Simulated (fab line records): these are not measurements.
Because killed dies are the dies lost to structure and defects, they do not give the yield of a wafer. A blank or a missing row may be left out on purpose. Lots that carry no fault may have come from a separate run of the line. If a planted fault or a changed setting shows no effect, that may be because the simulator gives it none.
Which tool is to blame? || flow gf180mcu || 21 wafers from 7 lots sampled at 2 of the route's 602 steps

== WHAT EACH GAUGE READ, for each wafer ==
GF_HV_LDD_OVL_MEAS_08.
{"lot": "L780", "measured": "day 10 06:25", "on": "overlay-01", "HV_LDD_OVL (nm)": "0.7 0.3 -2.4"}
{"lot": "L782", "measured": "day 10 20:14", "on": "overlay-01", "HV_LDD_OVL (nm)": "-0.1 -1.7 -1.2"}
{"lot": "L784", "measured": "day 11 07:52", "on": "overlay-01", "HV_LDD_OVL (nm)": "-2.4 -1.0 -1.9"}
{"lot": "L786", "measured": "day 12 04:13", "on": "overlay-02", "HV_LDD_OVL (nm)": "-0.8 0.1 1.2"}
{"lot": "L793", "measured": "day 14 09:38", "on": "overlay-02", "HV_LDD_OVL (nm)": "-1.5 -3.1 -1.1"}
{"lot": "L799", "measured": "day 16 07:11", "on": "overlay-01", "HV_LDD_OVL (nm)": "-1.5 -0.7 -1.8"}
{"lot": "L802", "measured": "day 17 04:59", "on": "overlay-02", "HV_LDD_OVL (nm)": "-1.2 -1.4 -1.7"}

== WHAT TOOL EACH LOT RAN ON (gives the tool, then ch and the chambers of the sampled wafers, and finally the start) ==
{"lot": "L780", "GF_DNWELL_IMPLANT_07": "implanter-04 ch 0, day 3 00:07"}
{"lot": "L782", "GF_DNWELL_IMPLANT_07": "implanter-04 ch 0, day 3 10:29"}
{"lot": "L784", "GF_DNWELL_IMPLANT_07": "implanter-01 ch 0, day 3 20:16"}
{"lot": "L786", "GF_DNWELL_IMPLANT_07": "implanter-04 ch 0, day 4 09:45"}
{"lot": "L793", "GF_DNWELL_IMPLANT_07": "implanter-01 ch 0, day 5 22:30"}
{"lot": "L799", "GF_DNWELL_IMPLANT_07": "implanter-04 ch 0, day 7 04:03"}
{"lot": "L802", "GF_DNWELL_IMPLANT_07": "implanter-04 ch 0, day 7 23:03"}
- GF_DNWELL_IMPLANT_07

== THE ANSWER, worked out from the rows above alone ==
Rule: the usual values come from the lots themselves. Put in order of their means at a reading, lots are off if they are a third of the lots or fewer, leave a main group of 4 or more, and stand apart from it by a gap of 3 or more times the standard deviation of the main group's means; of several such gaps the widest counts. A main group whose means are all the same, to the digits that the tables above print for the reading, isn't used. Also off: a lot with no number at a reading for which 4 or more lots have one. The other lots that the step has rows for count as sound.
Nothing can be told from this: no lot is off at any reading shown.

== WHAT WAS PUT IN BY THE SIMULATOR ==
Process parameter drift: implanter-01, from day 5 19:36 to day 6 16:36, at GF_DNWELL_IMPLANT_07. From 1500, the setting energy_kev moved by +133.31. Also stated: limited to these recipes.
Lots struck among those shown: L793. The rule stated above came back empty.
